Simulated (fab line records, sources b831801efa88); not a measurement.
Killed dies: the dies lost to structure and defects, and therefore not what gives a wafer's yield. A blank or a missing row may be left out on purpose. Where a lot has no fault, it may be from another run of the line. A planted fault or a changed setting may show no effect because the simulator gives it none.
Problem report in the 8D (eight disciplines) form, filled by code -- flow sky130 -- the parts of the form that need people (team, actions taken, sign-off) are left out

== 1. THE ISSUE ==
heater-power-total-W at SKY_VT_ADJUST_NCORE_SOFTBAKE_03 reads a mean of 59.27 W on 6 wafers of 2 lots; wafers without a fault read 56.59 W with a standard deviation of 0.046. That is +58 standard deviations from the usual mean.
The step: time 60 s.
First seen on wafer L227.1, day 13 04:08, on litho-track-01. Wafers with a number at this step in the record: 33, from 11 lots. Rule for "out" (also "out of limits"): further than 4 standard deviations from the usual mean. Any other wafer with a number is counted as sound.

== 2. WHAT THIS IS AND IS NOT ==
question,is,is not
which readings at this step,"heater-power-total-W, plate-temp-C",-
which lots,"L227, L228","L211, L212, L214, L218, L220, L221, L229, L231, L232"
which wafers of those lots,all that have a number,-
read on which tools,litho-track-01,"litho-track-02, litho-track-03"
when,from day 13 04:08,"up to then (18 sound wafers); but 9 sound wafers of L229, L231, L232 came after"

== 3. WHAT RULES OUT EACH SUSPECT ==
Counting: a tool stays on the suspect list if, at a process step up to the reading, it processed all lots that are out and no sound lot following the first of them.
- litho-track-01 at SKY_VT_ADJUST_NCORE_SOFTBAKE_03 (time 60 s): kept. Every lot that is out went through it, starting with L227 (day 13 04:08), and after that it ran no sound lot; the last sound lot it ran before then is L221 (day 11 14:20). Out on those wafers are its own readings of heater-power-total-W, plate-temp-C.
Left after counting: litho-track-01 at SKY_VT_ADJUST_NCORE_SOFTBAKE_03.

== 4. THE CAUSE (what the simulator had put in) ==
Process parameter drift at SKY_VT_ADJUST_NCORE_SOFTBAKE_03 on litho-track-01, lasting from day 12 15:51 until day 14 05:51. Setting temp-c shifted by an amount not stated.
After counting, this tool was the only one left.

== 5. SEQUENCE OF EFFECTS, ordered by route ==
Rows list readings where the struck wafers' mean (over those with a number) sits beyond 3 standard deviations from the usual. Scope: only readings with a usual standard deviation given in the record; hours: median across lots of the time from each lot's start at the first step in this table that gives one to its start at this step; sigmas: change in usual standard deviations.
hours,step,reading,usual,on struck wafers,change,sigmas
0,SKY_VT_ADJUST_NCORE_SOFTBAKE_03,heater-power-total-W,56.59 W,59.27,+2.68,+58
0,SKY_VT_ADJUST_NCORE_SOFTBAKE_03,plate-temp-C,90.00 C,93.06,+3.06,+28
13,SKY_VT_ADJUST_NCORE_STRIP_10,strip-time-to-endpoint-s,14.18 s,14.04,-0.14,-3.7
The process steps in it:
- SKY_VT_ADJUST_NCORE_SOFTBAKE_03: time 60 s.
- SKY_VT_ADJUST_NCORE_STRIP_10: strips in O2/N2.

== 6. WHAT WOULD HAVE CAUGHT IT SOONER ==
12 hours passed between the start of the fault at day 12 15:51 and the first reading out of limits in this record, taken at day 13 04:08.
